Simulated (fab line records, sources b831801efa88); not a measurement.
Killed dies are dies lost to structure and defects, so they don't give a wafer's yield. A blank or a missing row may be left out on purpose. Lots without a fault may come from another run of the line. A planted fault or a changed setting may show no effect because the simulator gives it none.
fab line records | flow gf180mcu
record lots=15 wafers=45 last_day=34
route steps=602 shown PSD@259 SAB@277 CONTACT@299 M1@320
lots that met no fault: from a run of the same line without faults
start_h: hours from the record's first day to the start of the lot's first wafer shown | wait_h: hours since the lot's step before | " the same as in the row above | L1.1+2: a row that stands for several wafers | - no value, or no start given | * or withheld: withheld | < > ~ a bound
route shown NAME@n: a module of which the file shows steps, and the number in the route of the first | usual: mean/standard deviation of fault-free wafers | same: alike in all rows | chamber/n: place in a boat | sites: the reading at each site | _std_site: their standard deviation | _edge_site: outer sites' mean less inner sites' | radius_mm: how far each site lies from the wafer's centre | mask NAME#n: copy n | behind: the tool/chamber that last shaped the wafer | hold: why the lot was held/for how many hours/how that ended | device: the transistor (n, p or np) that didn't switch | end of line: the same wafers' tests at the end of the route | a step without rows: its recipe alone | killed: dies lost to structure and defects at the first sort, not the wafer's yield | map: a wafer's dies, x killed, . not, _ none there
set.NAME: the setting as run; set.NAME@STEP: as run at that earlier step | model.NAME: the simulator's own value behind a step, which no gauge read
steps of the route over a sample of lots; a table a step, a row a wafer
services: from which hour (start_h, from the record's first day; less than 0 if before it) a tool's chamber was out of use, for how many hours, and why
## steps
# step GF_PSD_TW_MEAS_11
# usual PSD_TW=3184/32
# columns lot.wafer tool chamber start_h wait_h PSD_TW
L926.3 film_metro-03 - 327.03 0.1 3171
L926.4 " - " " 3160
L926.6 " - " " 3150
L927.1 film_metro-04 - 344.56 0.1 3226
L927.3 " - " " 3199
L927.5 " - " " 3211
L928.4 film_metro-04 - 346.86 0.1 3219
L928.5 " - " " 3244
L928.6 " - " " 3244
L929.2 film_metro-02 - 354.49 0.1 3175
L929.5 " - " " 3161
L929.6 " - " " 3177
L930.1 film_metro-03 - 363.97 0.1 3160
L930.4 " - " " 3172
L930.5 " - " " 3171
L933.3 film_metro-03 - 383.74 0.1 3182
L933.5 " - " " 3160
L933.6 " - " " 3186
L934.2 film_metro-04 - 398.97 0.1 3221
L934.5 " - " " 3220
L934.6 " - " " 3207
L936.2 film_metro-02 - 409.83 0.1 3141
L936.3 " - " " 3145
L936.4 " - " " 3147
L941.1 film_metro-02 - 451.36 0.1 3146
L941.2 " - " " 3157
L941.3 " - " " 3166
L942.2 film_metro-04 - 466.98 0.1 3239
L942.5 " - " " 3227
L942.6 " - " " 3223
L943.3 film_metro-02 - 480.86 0.1 3134
L943.5 " - " " 3141
L943.6 " - " " 3142
L944.1 film_metro-03 - 492.02 0.1 3204
L944.4 " - " " 3198
L944.5 " - " " 3183
L946.2 film_metro-03 - 498.54 0.1 3189
L946.4 " - " " 3180
L946.6 " - " " 3188
L947.2 film_metro-04 - 513.57 0.1 3260
L947.3 " - " " 3239
L947.4 " - " " 3251
L948.2 film_metro-02 - 523.38 0.1 3165
L948.3 " - " " 3157
L948.6 " - " " 3160
# step GF_SAB_STRIP_13
# recipe chemistry=O2/N2 power_w=1400 pressure_mtorr=1500 platen_temp_c=250 o2_flow_sccm=3000 n2_flow_sccm=300 overash_fraction=0.5
# usual drypump_motor_current_A=5.36/0.21 heater_power_w=346/57 o2_flow_sccm=3000/9.2 oes_product_au=0.710/0.0044 strip_time_to_endpoint_s=12.61/0.038
# same overash_fraction=0.5
# columns lot.wafer tool chamber start_h wait_h drypump_motor_current_A heater_power_w o2_flow_sccm oes_product_au rf_hours_counter_h strip_time_to_endpoint_s
L926.3 plasma_asher-04 0 348.55 0.0 5.63 312 3010 0.717 - 12.60
L926.4 " 1 " " 5.07 448 3014 0.716 - 12.58
L926.6 " 1 " " 5.09 464 3007 0.709 - 12.61
L927.1 plasma_asher-04 1 366.82 0.0 5.07 448 3024 0.716 72 12.68
L927.3 " 1 " " 5.09 464 3010 0.702 - 12.66
L927.5 " 0 " " 5.67 306 3021 0.714 - 12.70
L928.4 plasma_asher-04 1 369.82 0.0 5.10 463 3003 0.711 - 12.67
L928.5 " 1 " " 5.09 458 2990 0.706 - 12.62
L928.6 " 0 " " 5.66 307 2990 0.713 - 12.66
L929.2 plasma_asher-02 0 377.52 0.0 5.39 317 2989 0.710 24 12.56
L929.5 " 0 " " 5.39 327 2980 0.706 - 12.60
L929.6 " 1 " " 5.24 283 3015 0.716 - 12.61
L930.1 plasma_asher-01 0 387.87 0.0 5.64 354 2999 0.718 74 12.60
L930.4 " 0 " " 5.65 339 2990 0.715 - 12.63
L930.5 " 0 " " 5.65 348 2989 0.707 - 12.62
L933.3 plasma_asher-02 0 408.25 0.0 5.37 319 2996 0.708 - 12.62
L933.5 " 1 " " 5.21 290 2989 0.706 - 12.61
L933.6 " 0 " " 5.36 320 2988 0.707 - 12.69
L934.2 plasma_asher-02 0 423.88 0.0 5.39 315 3005 0.709 29 12.60
L934.5 " 1 " " 5.18 289 3000 0.708 - 12.60
L934.6 " 0 " " 5.40 313 3009 0.713 - 12.61
L936.2 plasma_asher-01 0 434.26 0.0 5.65 376 3012 0.707 0 12.59
L936.3 " 1 " " 5.27 370 3002 0.706 - 12.63
L936.4 " 0 " " 5.64 373 3000 0.710 - 12.55
L941.1 plasma_asher-02 1 475.87 0.0 5.19 293 2984 0.711 35 12.60
L941.2 " 0 " " 5.39 320 2981 0.713 35 12.65
L941.3 " 0 " " 5.38 321 2993 0.716 - 12.61
L942.2 plasma_asher-04 1 492.05 0.0 5.08 451 3010 0.713 82 12.61
L942.5 " 0 " " 5.65 308 3012 0.711 - 12.64
L942.6 " 1 " " 5.08 472 3011 0.706 - 12.56
L943.3 plasma_asher-02 0 505.80 0.0 5.39 328 2998 0.713 - 12.57
L943.5 " 1 " " 5.18 284 3003 0.704 - 12.59
L943.6 " 0 " " 5.39 321 2992 0.711 - 12.60
L944.1 plasma_asher-04 1 516.31 0.0 5.08 463 3003 0.710 84 12.63
L944.4 " 0 " " 5.68 315 3004 0.714 - 12.56
L944.5 " 0 " " 5.65 306 3009 0.703 - 12.60
L946.2 plasma_asher-01 0 522.67 0.0 5.65 379 2995 0.709 11 12.62
L946.4 " 1 " " 5.26 360 2990 0.712 - 12.58
L946.6 " 0 " " 5.66 364 2992 0.711 - 12.58
L947.2 plasma_asher-04 1 536.77 0.0 5.08 453 2992 0.707 86 12.64
L947.3 " 1 " " 5.07 468 2995 0.715 - 12.64
L947.4 " 0 " " 5.67 310 3007 0.719 - 12.61
L948.2 plasma_asher-04 1 546.86 0.0 5.06 452 2999 0.711 88 12.57
L948.3 " 1 " " 5.06 457 3000 0.711 - 12.59
L948.6 " 1 " " 5.05 459 3013 0.711 - 12.60
# step GF_CONTACT_PEB_12
# recipe peb_temp_c=135 peb_time_s=90 resist=KrF
# usual chill_plate_temp_C=22.98/0.12 exhaust_pa=45.0/0.86
# columns lot.wafer tool chamber start_h wait_h chill_plate_temp_C exhaust_pa
L926.3 litho_track-01 0 371.22 - 22.74 46.0
L926.4 " 0 " " 22.92 46.0
L926.6 " 0 " " 22.84 45.5
L927.1 litho_track-02 0 390.92 - 23.09 43.8
L927.3 " 0 " " 22.93 43.9
L927.5 " 0 " " 23.01 45.8
L928.4 litho_track-01 0 393.60 - 23.16 45.4
L928.5 " 0 " " 23.17 45.8
L928.6 " 0 " " 23.12 45.5
L929.2 litho_track-03 0 402.14 - 22.86 44.7
L929.5 " 0 " " 23.06 45.5
L929.6 " 0 " " 22.91 46.0
L930.1 litho_track-01 0 412.40 - 22.75 45.7
L930.4 " 0 " " 22.79 45.0
L930.5 " 0 " " 22.78 46.1
L933.3 litho_track-01 - 433.37 - - -
L933.5 " - " " - -
L933.6 " - " " - -
L934.2 litho_track-02 - 449.66 - - -
L934.5 " - " " - -
L934.6 " - " " - -
L936.2 litho_track-02 - 459.61 - - -
L936.3 " - " " - -
L936.4 " - " " - -
L941.1 litho_track-03 0 500.46 - 22.98 44.4
L941.2 " 0 " " 23.13 44.4
L941.3 " 0 " " 23.08 45.6
L942.2 litho_track-02 0 517.06 - 22.89 44.2
L942.5 " 0 " " 22.98 44.1
L942.6 " 0 " " 22.87 44.8
L943.3 litho_track-01 0 529.37 - 22.86 43.4
L943.5 " 0 " " 23.10 45.4
L943.6 " 0 " " 22.86 44.2
L944.1 litho_track-01 0 540.35 - 22.75 44.6
L944.4 " 0 " " 22.82 44.3
L944.5 " 0 " " 22.76 45.0
L946.2 litho_track-02 0 546.16 - 23.20 45.6
L946.4 " 0 " " 23.09 45.4
L946.6 " 0 " " 23.06 45.4
L947.2 litho_track-01 0 559.93 - 23.03 46.1
L947.3 " 0 " " 22.96 45.3
L947.4 " 0 " " 23.11 45.3
L948.2 litho_track-03 0 569.89 - 23.11 45.7
L948.3 " 0 " " 22.88 44.1
L948.6 " 0 " " 23.01 46.0
# step GF_M1_RS_MEAS_05
# recipe thk_meas_gauge=four-point-probe reads=TiN_of_M1_SPUTTER_04+Ti_of_M1_SPUTTER_03+AlCu_of_M1_SPUTTER_02+TiN_of_M1_SPUTTER_01+Ti_of_M1_SPUTTER_00
# usual M1_ALCU_RS=0.0697/0.00085
# columns lot.wafer tool chamber start_h wait_h M1_ALCU_RS[ohm/sq]
L926.3 film_metro-03 - 373.07 0.1 0.0678
L926.4 " - " " 0.0686
L926.6 " - " " 0.0677
L927.1 film_metro-04 - 392.81 0.0 0.0706
L927.3 " - " " 0.0697
L927.5 " - " " 0.0713
L928.4 film_metro-03 - 395.43 0.1 0.0694
L928.5 " - " " 0.0695
L928.6 " - " " 0.0692
L929.2 film_metro-03 - 404.00 0.0 0.0698
L929.5 " - " " 0.0704
L929.6 " - " " 0.0702
L930.1 film_metro-02 - 414.41 0.0 0.0711
L930.4 " - " " 0.0708
L930.5 " - " " 0.0695
L941.1 film_metro-04 - 502.33 0.0 0.0696
L941.2 " - " " 0.0697
L941.3 " - " " 0.0699
L942.2 film_metro-02 - 519.07 0.0 0.0689
L942.5 " - " " 0.0696
L942.6 " - " " 0.0688
L943.3 film_metro-04 - 531.21 0.1 0.0698
L943.5 " - " " 0.0714
L943.6 " - " " 0.0698
L944.1 film_metro-04 - 542.68 0.0 0.0704
L944.4 " - " " 0.0696
L944.5 " - " " 0.0703
L946.2 film_metro-02 - 548.01 0.0 0.0705
L946.4 " - " " 0.0707
L946.6 " - " " 0.0709
L947.2 film_metro-03 - 561.79 0.0 0.0691
L947.3 " - " " 0.0701
L947.4 " - " " 0.0705
L948.2 film_metro-02 - 571.94 0.0 0.0704
L948.3 " - " " 0.0703
L948.6 " - " " 0.0705
## services
# columns tool chamber start_h hours kind
plasma_asher-01 - 342.22 5.5 repair
plasma_asher-01 - 406.57 0.9 repair
plasma_asher-01 - 421.25 9.0 pm
plasma_asher-01 0 421.25 9.0 vent_cycle
plasma_asher-01 1 421.25 9.0 vent_cycle
plasma_asher-04 - 424.53 14.6 pm
plasma_asher-01 0 430.25 - clean
plasma_asher-01 1 430.25 - clean
plasma_asher-04 - 448.88 15.6 pm
plasma_asher-02 - 483.22 2.8 pm
## key
first_sign step=GF_CONTACT_PEB_12 reading=tool_record direction=missing
effect none on later readings
met_at GF_CONTACT_PEB_12
struck_lots L933,L934,L936
later_rows_left_out L933.3,L933.5,L933.6,L934.2,L934.5,L934.6,L936.2,L936.3,L936.4
sort_left_out L933.3,L933.5,L933.6,L934.2,L934.5,L934.6,L936.2,L936.3,L936.4
tester_left_out L933,L934,L936
not_acting_at GF_PSD_TW_MEAS_11,GF_SAB_STRIP_13,GF_M1_RS_MEAS_05
onset_between 412.40 433.37
fault kind=skipped_step_whole tool=litho_track-01,litho_track-02 chamber=- onset_h=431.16 steps=GF_CONTACT_PEB_12 scope=struck_lots_only
# tester_left_out: of these lots the tester's yield and bins aren't shown, on N5 and GAA mostly nor the transistor test; their killed dies are dies lost to structure and defects alone, not to doping, threshold or leakage, so they don't give the yield
# sort_left_out: the simulated sort isn't trusted on such a fault, so these wafers' sort isn't shown, and their yield isn't known
# later_rows_left_out: the simulator's readings of these wafers behind a module that went badly wrong aren't trusted and aren't shown, but for the sort
